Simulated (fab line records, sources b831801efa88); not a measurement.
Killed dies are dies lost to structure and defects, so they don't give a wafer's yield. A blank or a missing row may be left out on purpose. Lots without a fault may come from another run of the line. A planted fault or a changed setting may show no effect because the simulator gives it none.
Problem report in the 8D (eight disciplines) form, filled by code | flow gf180mcu | the parts of the form that need people (team, actions taken, sign-off) are left out

1. THE PROBLEM
SALICIDE_TIN_THK at GF_SALICIDE_THK_MEAS_05 reads a mean of 21.47 nm on 3 wafers of 2 lots; wafers without a fault read 19.78 nm with a standard deviation of 0.28. That is +6.0 standard deviations from the usual mean.
The step: measures by xrf.
First seen on wafer L960.6, day 18 08:55, on film_metro-01. The record holds 39 wafers of 13 lots with a number at this step. Rule for "out", or "out of limits": more than 4 standard deviations from the usual mean. The other wafers with a number count as sound.

2. WHAT IT IS AND WHAT IT IS NOT
question                    | is                           | is not
which readings at this step | SALICIDE_TIN_THK             | -
which lots                  | L960, L963                   | L952, L956, L957, L958, L959, L964, L969, L970, L971, L973, L974
which wafers of those lots  | L960.6, L963.1, L963.3       | L960.2, L960.5, L963.2
read on which gauges        | film_metro-01, film_metro-04 | film_metro-03
when                        | from day 18 08:55            | up to then (17 sound wafers); but 19 sound wafers of L963, L964, L969, L970, L971, L973, L974 came after

3. SUSPECTS, AND WHAT RULES EACH OUT
Counting: a tool at a process step up to the reading stays a suspect if it ran every lot that is out. Sound lots after the first of them don't rule it out here, since some wafers of a struck lot are sound.
- the gauge at GF_SALICIDE_THK_MEAS_05: ruled out. The wafers that are out were read on 2 gauges (film_metro-01, film_metro-04).
- pvd_sputter-02 at GF_SALICIDE_SPUTTER_03 (material TiN, target thk 20 nm, time 16.7 s): kept. It ran every lot that is out, first L960 (day 18 08:46); its last sound lot up to then is L959 (day 17 22:36).
Left after counting: pvd_sputter-02 at GF_SALICIDE_SPUTTER_03.

4. THE CAUSE (what the simulator had put in)
Process parameter drift: pvd_sputter-02, from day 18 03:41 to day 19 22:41, at GF_SALICIDE_SPUTTER_03. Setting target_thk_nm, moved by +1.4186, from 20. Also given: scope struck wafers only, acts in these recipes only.
Counting left only this tool.

5. THE CHAIN OF EFFECTS, in route order
Each row: a reading whose mean over the struck wafers that have a number lies more than 3 standard deviations from the usual. Only readings for which the record gives a usual standard deviation are gone through. hours: the time from each lot's start at the first step in this table that gives one to its start at this step, as a median over the lots. sigmas: the change in usual standard deviations.
hours | step                    | reading          | usual    | on struck wafers | change | sigmas
0     | GF_SALICIDE_THK_MEAS_05 | SALICIDE_TIN_THK | 19.78 nm | 21.47            | +1.69  | +6.0

6. WHAT WOULD HAVE CAUGHT IT SOONER
In this record the first reading out of limits at a measuring or inspecting step was taken at day 18 08:55, 5 hours after the fault began at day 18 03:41.
Of the tool readings at GF_SALICIDE_SPUTTER_03 for which the record gives a usual standard deviation, none was out on any struck wafer, so an alarm limit of 4 standard deviations on them would not have fired.
Of the lots that are out (2), L963 began GF_SALICIDE_SPUTTER_03 on pvd_sputter-02 after day 18 08:55. A hold on the tool at that time would have spared it.
